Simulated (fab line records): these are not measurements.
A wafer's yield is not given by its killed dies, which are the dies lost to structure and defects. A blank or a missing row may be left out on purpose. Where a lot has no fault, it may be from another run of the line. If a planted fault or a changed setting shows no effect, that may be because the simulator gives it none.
What tool caused it? | flow gf180mcu | Sampling: 6 lots, 18 wafers, 2 of 602 route steps

WHAT EACH GAUGE READ, for each wafer
GF_M2_CD_MEAS_14: the cd target is 280 nm.
lot  | measured     | on        | cd nm (nm)
L391 | day 19 16:02 | cd sem-02 | 279.5 280.4 280.2
L393 | day 20 09:07 | cd sem-01 | 281.5 279.7 280.5
L397 | day 22 01:41 | cd sem-02 | 279.9 280.2 280.1
L399 | day 22 22:43 | cd sem-02 | 277.6 279.1 278.5
L408 | day 25 19:07 | cd sem-02 | 262.2 273.6 266.6
L409 | day 26 07:43 | cd sem-02 | 280.4 281.7 280.7

WHICH TOOL RAN EACH LOT (tool, then ch and the chambers of the sampled wafers, then the start)
lot  | GF_M2_EXPOSE_11
L391 | krf scanner-02 ch 0, day 19 03:52
L393 | krf scanner-01 ch 0, day 19 21:39
L397 | krf scanner-02 ch 0, day 21 14:25
L399 | krf scanner-02 ch 0, day 22 10:29
L408 | krf scanner-01 ch 0, day 25 08:37
L409 | krf scanner-02 ch 0, day 25 22:20
- GF_M2_EXPOSE_11: exposes mask Metal2, target cd 280 nm.

THE ANSWER, worked out from the rows above alone
Rule: what is usual is taken from the lots themselves. The widest of any qualifying gaps counts: lots, ordered by their means at a reading, are off when they make up no more than a third of the lots, leave a main group of 4 or more, and stand apart from it by 3 or more times the standard deviation of that group's means. The tables above print the reading to a certain number of digits; a main group whose means all agree to those digits is not used. Also off: a lot with no number at a reading for which 4 or more lots have one. All remaining lots with rows at the step are treated as sound.
Off at GF_M2_CD_MEAS_14 (cd nm): L408. The main group has a mean of 280.0 nm with a standard deviation of 0.87.
A tool fits if, at a process step before that reading, it ran every lot that is off, and no sound lot after the first of them. Those tools and the gauges at GF_M2_CD_MEAS_14 are tried in the same way. One fits: GF_M2_EXPOSE_11 on krf scanner-01. A fault onset in the window from L393 (day 19 21:39, its last sound lot) to L408 (day 25 08:37, its first lot off) fits.

WHAT HAD BEEN PUT IN BY THE SIMULATOR
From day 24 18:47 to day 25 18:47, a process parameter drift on krf scanner-01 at GF_M2_EXPOSE_11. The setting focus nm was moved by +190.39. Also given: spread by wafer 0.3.
Lots struck among those shown: L408. The rule above reached the same finding.
